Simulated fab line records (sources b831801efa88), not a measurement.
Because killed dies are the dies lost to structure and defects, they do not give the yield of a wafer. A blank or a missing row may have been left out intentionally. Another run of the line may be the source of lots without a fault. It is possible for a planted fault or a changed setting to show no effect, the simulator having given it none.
Which of the tools did it? || flow gf180mcu || Sampling: 14 lots, 42 wafers, 5 of 602 route steps

WHAT THE GAUGES READ, wafer by wafer
GF_V2_OVL_MEAS_15.
{"lot": "L981", "measured": "day 20 04:31", "on": "overlay-02", "V2_OVL (nm)": "4 2 4"}
{"lot": "L983", "measured": "day 20 21:37", "on": "overlay-01", "V2_OVL (nm)": "8 9 8"}
{"lot": "L984", "measured": "day 21 04:23", "on": "overlay-02", "V2_OVL (nm)": "2 6 1"}
{"lot": "L987", "measured": "day 22 15:32", "on": "overlay-01", "V2_OVL (nm)": "-3 -2 -8"}
{"lot": "L991", "measured": "day 24 03:04", "on": "overlay-02", "V2_OVL (nm)": "-2 -4 -6"}
{"lot": "L993", "measured": "day 25 06:59", "on": "overlay-01", "V2_OVL (nm)": "5 4 5"}
{"lot": "L994", "measured": "day 25 10:28", "on": "overlay-01", "V2_OVL (nm)": "-7 -5 -5"}
{"lot": "L995", "measured": "day 25 13:20", "on": "overlay-01", "V2_OVL (nm)": "7 3 -2"}
{"lot": "L997", "measured": "day 26 02:13", "on": "overlay-02", "V2_OVL (nm)": "-3 -12 -8"}
{"lot": "L998", "measured": "day 26 12:31", "on": "overlay-02", "V2_OVL (nm)": "1 5 2"}
{"lot": "L999", "measured": "day 26 17:28", "on": "overlay-02", "V2_OVL (nm)": "-3 -5 -2"}
{"lot": "L101", "measured": "day 27 02:19", "on": "overlay-02", "V2_OVL (nm)": "1 7 7"}
{"lot": "L102", "measured": "day 27 07:04", "on": "overlay-02", "V2_OVL (nm)": "-4 -10 -6"}
{"lot": "L104", "measured": "day 27 20:08", "on": "overlay-01", "V2_OVL (nm)": "8 8 12"}

GF_M3_RS_MEAS_05: the measuring method here is four-point-probe.
{"lot": "L981", "measured": "day 20 06:09", "on": "film metro-01", "M3_ALCU_RS (ohm/sq)": "0.0693 0.0695 0.0707"}
{"lot": "L987", "measured": "day 22 17:11", "on": "film metro-01", "M3_ALCU_RS (ohm/sq)": "0.0693 0.0690 0.0691"}
{"lot": "L991", "measured": "day 24 04:50", "on": "film metro-01", "M3_ALCU_RS (ohm/sq)": "0.0685 0.0688 0.0688"}
{"lot": "L993", "measured": "day 25 08:38", "on": "film metro-04", "M3_ALCU_RS (ohm/sq)": "0.0682 0.0691 0.0684"}
{"lot": "L994", "measured": "day 25 12:09", "on": "film metro-01", "M3_ALCU_RS (ohm/sq)": "0.0703 0.0695 0.0693"}
{"lot": "L995", "measured": "day 25 14:59", "on": "film metro-01", "M3_ALCU_RS (ohm/sq)": "0.0696 0.0689 0.0695"}
{"lot": "L997", "measured": "day 26 03:49", "on": "film metro-02", "M3_ALCU_RS (ohm/sq)": "0.0697 0.0690 0.0686"}
{"lot": "L998", "measured": "day 26 14:28", "on": "film metro-02", "M3_ALCU_RS (ohm/sq)": "0.0684 0.0690 0.0697"}
{"lot": "L999", "measured": "day 26 19:06", "on": "film metro-01", "M3_ALCU_RS (ohm/sq)": "0.0697 0.0702 0.0697"}
{"lot": "L101", "measured": "day 27 03:59", "on": "film metro-01", "M3_ALCU_RS (ohm/sq)": "0.0677 0.0684 0.0681"}
{"lot": "L102", "measured": "day 27 08:41", "on": "film metro-01", "M3_ALCU_RS (ohm/sq)": "0.0703 0.0691 0.0690"}
{"lot": "L104", "measured": "day 27 21:46", "on": "film metro-02", "M3_ALCU_RS (ohm/sq)": "0.0699 0.0706 0.0692"}

WHAT TOOL EACH LOT RAN ON (gives the tool, then ch and the chambers of the sampled wafers, and finally the start)
{"lot": "L981", "GF_M2_SPUTTER_00": "pvd sputter-03, day 18 03:31", "GF_V2_ETCH_17": "rie diel-03 ch 0,2,3, day 20 04:00", "GF_V2_STRIP_18": "plasma asher-01 ch 0,1, day 20 04:40"}
{"lot": "L983", "GF_M2_SPUTTER_00": "pvd sputter-04, day 18 19:21", "GF_V2_ETCH_17": "rie diel-04 ch 1,2,3, day 20 21:00", "GF_V2_STRIP_18": "plasma asher-01 ch 0,1, day 20 21:46"}
{"lot": "L984", "GF_M2_SPUTTER_00": "pvd sputter-03, day 19 02:37", "GF_V2_ETCH_17": "rie diel-04 ch 0,2,3, day 21 04:00", "GF_V2_STRIP_18": "plasma asher-04 ch 0,1, day 21 04:34"}
{"lot": "L987", "GF_M2_SPUTTER_00": "pvd sputter-04, day 20 15:04", "GF_V2_ETCH_17": "rie diel-04 ch 0,3, day 22 15:00", "GF_V2_STRIP_18": "plasma asher-04 ch 0,1, day 22 15:43"}
{"lot": "L991", "GF_M2_SPUTTER_00": "pvd sputter-04, day 22 04:04", "GF_V2_ETCH_17": "rie diel-01 ch 0,1,2, day 24 03:00", "GF_V2_STRIP_18": "plasma asher-02 ch 0,1, day 24 03:14"}
{"lot": "L993", "GF_M2_SPUTTER_00": "pvd sputter-03, day 23 09:16", "GF_V2_ETCH_17": "rie diel-04 ch 0,1,2, day 25 07:00", "GF_V2_STRIP_18": "plasma asher-02 ch 0,1, day 25 07:10"}
{"lot": "L994", "GF_M2_SPUTTER_00": "pvd sputter-03, day 23 12:18", "GF_V2_ETCH_17": "rie diel-04 ch 1,2, day 25 10:00", "GF_V2_STRIP_18": "plasma asher-02 ch 0,1, day 25 10:40"}
{"lot": "L995", "GF_M2_SPUTTER_00": "pvd sputter-04, day 23 15:33", "GF_V2_ETCH_17": "rie diel-03 ch 0,1, day 25 13:00", "GF_V2_STRIP_18": "plasma asher-01 ch 0, day 25 13:29"}
{"lot": "L997", "GF_M2_SPUTTER_00": "pvd sputter-03, day 24 05:13", "GF_V2_ETCH_17": "rie diel-04 ch 1,2, day 26 02:00", "GF_V2_STRIP_18": "plasma asher-02 ch 0,1, day 26 02:22"}
{"lot": "L998", "GF_M2_SPUTTER_00": "pvd sputter-02, day 24 16:34", "GF_V2_ETCH_17": "rie diel-04 ch 0,1,2, day 26 12:00", "GF_V2_STRIP_18": "plasma asher-02 ch 0,1, day 26 12:43"}
{"lot": "L999", "GF_M2_SPUTTER_00": "pvd sputter-04, day 24 21:15", "GF_V2_ETCH_17": "rie diel-03 ch 0,1, day 26 17:00", "GF_V2_STRIP_18": "plasma asher-04 ch 1, day 26 17:37"}
{"lot": "L101", "GF_M2_SPUTTER_00": "pvd sputter-02, day 25 07:04", "GF_V2_ETCH_17": "rie diel-03 ch 0,1,2, day 27 02:00", "GF_V2_STRIP_18": "plasma asher-02 ch 0,1, day 27 02:28"}
{"lot": "L102", "GF_M2_SPUTTER_00": "pvd sputter-02, day 25 11:29", "GF_V2_ETCH_17": "rie diel-04 ch 1,2, day 27 07:00", "GF_V2_STRIP_18": "plasma asher-02 ch 0,1, day 27 07:13"}
{"lot": "L104", "GF_M2_SPUTTER_00": "pvd sputter-03, day 26 02:03", "GF_V2_ETCH_17": "rie diel-03 ch 1,2, day 27 20:00", "GF_V2_STRIP_18": "plasma asher-04 ch 0,1, day 27 20:19"}
- GF_M2_SPUTTER_00: material Ti, target thk 37.5 nm, time 150 s.
- GF_V2_ETCH_17: etches SiO2 in C4F8/O2/Ar, stops on TiN, target depth 630 nm.
- GF_V2_STRIP_18: strips in O2/N2.

AS READ BY THE TOOLS THEMSELVES (means over the sampled wafers that have a number; for cases with no such wafer, the mark the record gives instead)
GF_M2_SPUTTER_00.
{"lot": "L981", "tool": "pvd sputter-03", "throttle valve pct (%)": 29.5}
{"lot": "L983", "tool": "pvd sputter-04", "throttle valve pct (%)": 30.3}
{"lot": "L984", "tool": "pvd sputter-03", "throttle valve pct (%)": 29.4}
{"lot": "L987", "tool": "pvd sputter-04", "throttle valve pct (%)": 30.4}
{"lot": "L991", "tool": "pvd sputter-04", "throttle valve pct (%)": 30.5}
{"lot": "L993", "tool": "pvd sputter-03", "throttle valve pct (%)": 29.7}
{"lot": "L994", "tool": "pvd sputter-03", "throttle valve pct (%)": 29.2}
{"lot": "L995", "tool": "pvd sputter-04", "throttle valve pct (%)": 29.8}
{"lot": "L997", "tool": "pvd sputter-03", "throttle valve pct (%)": 30.5}
{"lot": "L998", "tool": "pvd sputter-02", "throttle valve pct (%)": 29.9}
{"lot": "L999", "tool": "pvd sputter-04", "throttle valve pct (%)": 30.2}
{"lot": "L101", "tool": "pvd sputter-02", "throttle valve pct (%)": 30.5}
{"lot": "L102", "tool": "pvd sputter-02", "throttle valve pct (%)": 29.7}
{"lot": "L104", "tool": "pvd sputter-03", "throttle valve pct (%)": 29.7}

GF_V2_ETCH_17.
{"lot": "L981", "tool": "rie diel-03", "bias w (W)": 1202.0, "chamber pressure mTorr (mTorr)": 40.00, "oes product au (a.u.)": 0.853}
{"lot": "L983", "tool": "rie diel-04", "bias w (W)": "-", "chamber pressure mTorr (mTorr)": "-", "oes product au (a.u.)": "-"}
{"lot": "L984", "tool": "rie diel-04", "bias w (W)": "-", "chamber pressure mTorr (mTorr)": "-", "oes product au (a.u.)": "-"}
{"lot": "L987", "tool": "rie diel-04", "bias w (W)": 1200.1, "chamber pressure mTorr (mTorr)": 40.00, "oes product au (a.u.)": 0.850}
{"lot": "L991", "tool": "rie diel-01", "bias w (W)": 1201.9, "chamber pressure mTorr (mTorr)": 40.00, "oes product au (a.u.)": 0.853}
{"lot": "L993", "tool": "rie diel-04", "bias w (W)": 1200.1, "chamber pressure mTorr (mTorr)": 39.99, "oes product au (a.u.)": 0.859}
{"lot": "L994", "tool": "rie diel-04", "bias w (W)": 1195.8, "chamber pressure mTorr (mTorr)": 39.97, "oes product au (a.u.)": 0.859}
{"lot": "L995", "tool": "rie diel-03", "bias w (W)": 1199.6, "chamber pressure mTorr (mTorr)": 40.01, "oes product au (a.u.)": 0.859}
{"lot": "L997", "tool": "rie diel-04", "bias w (W)": 1199.2, "chamber pressure mTorr (mTorr)": 39.98, "oes product au (a.u.)": 0.858}
{"lot": "L998", "tool": "rie diel-04", "bias w (W)": 1201.2, "chamber pressure mTorr (mTorr)": 39.97, "oes product au (a.u.)": 0.857}
{"lot": "L999", "tool": "rie diel-03", "bias w (W)": 1198.3, "chamber pressure mTorr (mTorr)": 39.99, "oes product au (a.u.)": 0.856}
{"lot": "L101", "tool": "rie diel-03", "bias w (W)": 1200.0, "chamber pressure mTorr (mTorr)": 40.01, "oes product au (a.u.)": 0.851}
{"lot": "L102", "tool": "rie diel-04", "bias w (W)": 1204.2, "chamber pressure mTorr (mTorr)": 40.01, "oes product au (a.u.)": 0.857}
{"lot": "L104", "tool": "rie diel-03", "bias w (W)": 1200.4, "chamber pressure mTorr (mTorr)": 39.99, "oes product au (a.u.)": 0.847}

GF_V2_STRIP_18.
{"lot": "L981", "tool": "plasma asher-01", "chamber pressure mTorr (mTorr)": 1499.3, "drypump motor current A (A)": 5.4, "heater power w (W)": 327, "n2 flow sccm (sccm)": 300.1, "oes product au (a.u.)": 0.597}
{"lot": "L983", "tool": "plasma asher-01", "chamber pressure mTorr (mTorr)": 1501.2, "drypump motor current A (A)": 6.0, "heater power w (W)": 344, "n2 flow sccm (sccm)": 300.5, "oes product au (a.u.)": 0.674}
{"lot": "L984", "tool": "plasma asher-04", "chamber pressure mTorr (mTorr)": 1501.0, "drypump motor current A (A)": 6.1, "heater power w (W)": 317, "n2 flow sccm (sccm)": 299.8, "oes product au (a.u.)": 0.669}
{"lot": "L987", "tool": "plasma asher-04", "chamber pressure mTorr (mTorr)": 1500.8, "drypump motor current A (A)": 6.2, "heater power w (W)": 320, "n2 flow sccm (sccm)": 300.4, "oes product au (a.u.)": 0.597}
{"lot": "L991", "tool": "plasma asher-02", "chamber pressure mTorr (mTorr)": 1501.1, "drypump motor current A (A)": 6.1, "heater power w (W)": 403, "n2 flow sccm (sccm)": 298.5, "oes product au (a.u.)": 0.589}
{"lot": "L993", "tool": "plasma asher-02", "chamber pressure mTorr (mTorr)": 1500.2, "drypump motor current A (A)": 6.2, "heater power w (W)": 402, "n2 flow sccm (sccm)": 300.1, "oes product au (a.u.)": 0.593}
{"lot": "L994", "tool": "plasma asher-02", "chamber pressure mTorr (mTorr)": 1500.2, "drypump motor current A (A)": 6.2, "heater power w (W)": 403, "n2 flow sccm (sccm)": 299.0, "oes product au (a.u.)": 0.589}
{"lot": "L995", "tool": "plasma asher-01", "chamber pressure mTorr (mTorr)": 1500.7, "drypump motor current A (A)": 4.7, "heater power w (W)": 305, "n2 flow sccm (sccm)": 300.5, "oes product au (a.u.)": 0.593}
{"lot": "L997", "tool": "plasma asher-02", "chamber pressure mTorr (mTorr)": 1499.6, "drypump motor current A (A)": 6.2, "heater power w (W)": 394, "n2 flow sccm (sccm)": 299.8, "oes product au (a.u.)": 0.597}
{"lot": "L998", "tool": "plasma asher-02", "chamber pressure mTorr (mTorr)": 1498.5, "drypump motor current A (A)": 6.4, "heater power w (W)": 402, "n2 flow sccm (sccm)": 299.4, "oes product au (a.u.)": 0.592}
{"lot": "L999", "tool": "plasma asher-04", "chamber pressure mTorr (mTorr)": 1500.7, "drypump motor current A (A)": 6.2, "heater power w (W)": 328, "n2 flow sccm (sccm)": 299.6, "oes product au (a.u.)": 0.593}
{"lot": "L101", "tool": "plasma asher-02", "chamber pressure mTorr (mTorr)": 1499.8, "drypump motor current A (A)": 6.2, "heater power w (W)": 403, "n2 flow sccm (sccm)": 300.9, "oes product au (a.u.)": 0.599}
{"lot": "L102", "tool": "plasma asher-02", "chamber pressure mTorr (mTorr)": 1500.0, "drypump motor current A (A)": 6.2, "heater power w (W)": 398, "n2 flow sccm (sccm)": 301.0, "oes product au (a.u.)": 0.595}
{"lot": "L104", "tool": "plasma asher-04", "chamber pressure mTorr (mTorr)": 1498.8, "drypump motor current A (A)": 6.2, "heater power w (W)": 313, "n2 flow sccm (sccm)": 300.0, "oes product au (a.u.)": 0.597}

THE ANSWER, worked out from the rows above alone
Rule: the lots themselves supply what counts as usual. The widest of any qualifying gaps counts: lots, ordered by their means at a reading, are off when they make up no more than a third of the lots, leave a main group of 4 or more, and stand apart from it by 3 or more times the standard deviation of that group's means. If all means in a main group match to the digits the tables above print for the reading, that group is not used. A lot without any number at a reading at which 4 lots or more have one is off too. Where the step has rows for the other lots, those lots are counted as sound. The gauges are gone through in route order, then the tools' own readings, and for those a lot's mean is taken as printed above. The first step at which some lot is off is used, and at that step the reading that is off furthest; a lot without a number counts as furthest.
Off at GF_V2_ETCH_17 (bias w): L983, L984. Without a number there: L983, L984. The main group has a mean of 1200.2 W with a standard deviation of 2.
A tool fits if, at that step or a process step before it, it ran every lot that is off, and no sound lot after the first of them. None of those tried fits.

WHAT WAS PUT IN BY THE SIMULATOR
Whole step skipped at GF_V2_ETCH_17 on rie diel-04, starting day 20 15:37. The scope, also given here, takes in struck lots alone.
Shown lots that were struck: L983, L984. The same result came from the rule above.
